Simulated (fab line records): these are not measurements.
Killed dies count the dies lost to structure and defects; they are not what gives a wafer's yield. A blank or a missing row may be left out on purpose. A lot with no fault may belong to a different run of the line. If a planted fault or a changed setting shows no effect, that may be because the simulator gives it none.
Which tool was responsible?    flow sky130    14 lots, 40 wafers sampled, at 3 steps of a route of 708

WHAT EACH GAUGE READ, for each wafer
SKY_POLY_GATE_THK_MEAS_21.
lot   measured      on             POLY_GATE_OXIDATION_THK (nm)
L538  day 17 07:27  film_metro-01  3.93 3.94 4.02
L539  day 17 07:31  film_metro-03  4.01 4.00 4.11
L540  day 17 12:43  film_metro-01  4.09 4.23 4.07
L541  day 17 12:46  film_metro-01  4.16 4.21 4.22
L543  day 17 21:11  film_metro-03  3.97 4.01 3.85
L542  day 17 22:57  film_metro-03  4.02 3.99 4.05
L544  day 19 05:53  film_metro-03  3.99 4.03 4.01
L546  day 19 14:07  film_metro-03  4.03 4.14 4.05
L548  day 20 16:36  film_metro-03  3.95 3.98 3.98
L550  day 21 01:41  film_metro-03  3.89 3.87 3.93
L551  day 21 03:23  film_metro-01  4.06 4.04 4.02
L554  day 22 04:58  film_metro-03  4.04 4.05
L557  day 23 07:14  film_metro-01  4.05 4.09
L560  day 24 13:26  film_metro-03  4.00 3.88 3.93

SKY_SD_P_CD_MEAS_07: the cd target is 380 nm.
lot   measured      on         cd_nm (nm)
L538  day 26 05:09  cd_sem-02  381.1 378.7 379.9
L539  day 26 08:32  cd_sem-02  383.6 382.1 381.2
L540  day 26 14:01  cd_sem-01  383.0 380.7 381.0
L541  day 26 13:16  cd_sem-01  383.9 385.3 387.1
L543  day 26 21:44  cd_sem-02  377.6 377.9 377.3
L542  day 27 01:33  cd_sem-01  376.0 380.7 380.8
L544  day 28 05:59  cd_sem-02  380.4 382.2 377.9
L546  day 28 12:54  cd_sem-01  380.3 382.1 380.6
L548  day 29 12:41  cd_sem-02  381.0 380.4 378.6
L550  day 29 20:38  cd_sem-02  381.5 380.3 380.8
L551  day 29 22:10  cd_sem-02  384.9 381.7 384.0
L554  day 30 22:10  cd_sem-01  382.2 380.1
L557  day 31 19:54  cd_sem-01  379.8 380.1
L560  day 33 00:53  cd_sem-02  380.8 378.2 375.9

SKY_SD_N_TW_MEAS_12.
lot   measured      on             SD_N_TW
L538  day 28 16:11  film_metro-04  3942 3965 3984
L539  day 28 19:01  film_metro-01  3990 3995 3995
L540  day 29 00:52  film_metro-04  3980 3998 3981
L541  day 28 23:14  film_metro-03  3992 3980 3987
L543  day 29 07:52  film_metro-03  4013 3999 4015
L542  day 29 11:59  film_metro-04  3953 3984 3967
L544  day 30 16:01  film_metro-03  3996 4016 4001
L546  day 30 23:00  film_metro-03  3968 3996 4000
L548  day 31 21:03  film_metro-04  4015 4030 4018
L550  day 32 05:39  film_metro-01  4044 4012 4018
L551  day 32 07:31  film_metro-04  3987 3988 3990
L554  day 33 06:29  film_metro-01  4016 4029
L557  day 34 02:52  film_metro-03  4002 4000
L560  day 35 06:01  film_metro-04  4017 3983 3996

TOOL THAT RAN EACH LOT (tool first, then ch and the chambers of the sampled wafers, then the start)
No process step before these readings appears in the record.

WHAT THE TOOLS THEMSELVES READ (means of the sampled wafers that have a number; where no wafer has one, the mark that the record gives instead)
The record holds no such reading with a usual standard deviation.

THE ANSWER, worked out from the rows above alone
Rule: the lots themselves supply what counts as usual. The widest of any qualifying gaps counts: lots, ordered by their means at a reading, are off when they make up no more than a third of the lots, leave a main group of 4 or more, and stand apart from it by 3 or more times the standard deviation of that group's means. If all means in a main group match to the digits the tables above print for the reading, that group is not used. Also off: a lot with no number at a reading for which 4 or more lots have one. The other lots that the step has rows for count as sound. First the gauges in route order, then the tools' own readings, where a lot's mean is used as printed above. The first step at which some lot is off is used, and at that step the reading that is off furthest; a lot without a number counts as furthest.
No lot is off on any of the readings shown, so nothing can be concluded from this.

WHAT THE SIMULATOR HAD INSERTED
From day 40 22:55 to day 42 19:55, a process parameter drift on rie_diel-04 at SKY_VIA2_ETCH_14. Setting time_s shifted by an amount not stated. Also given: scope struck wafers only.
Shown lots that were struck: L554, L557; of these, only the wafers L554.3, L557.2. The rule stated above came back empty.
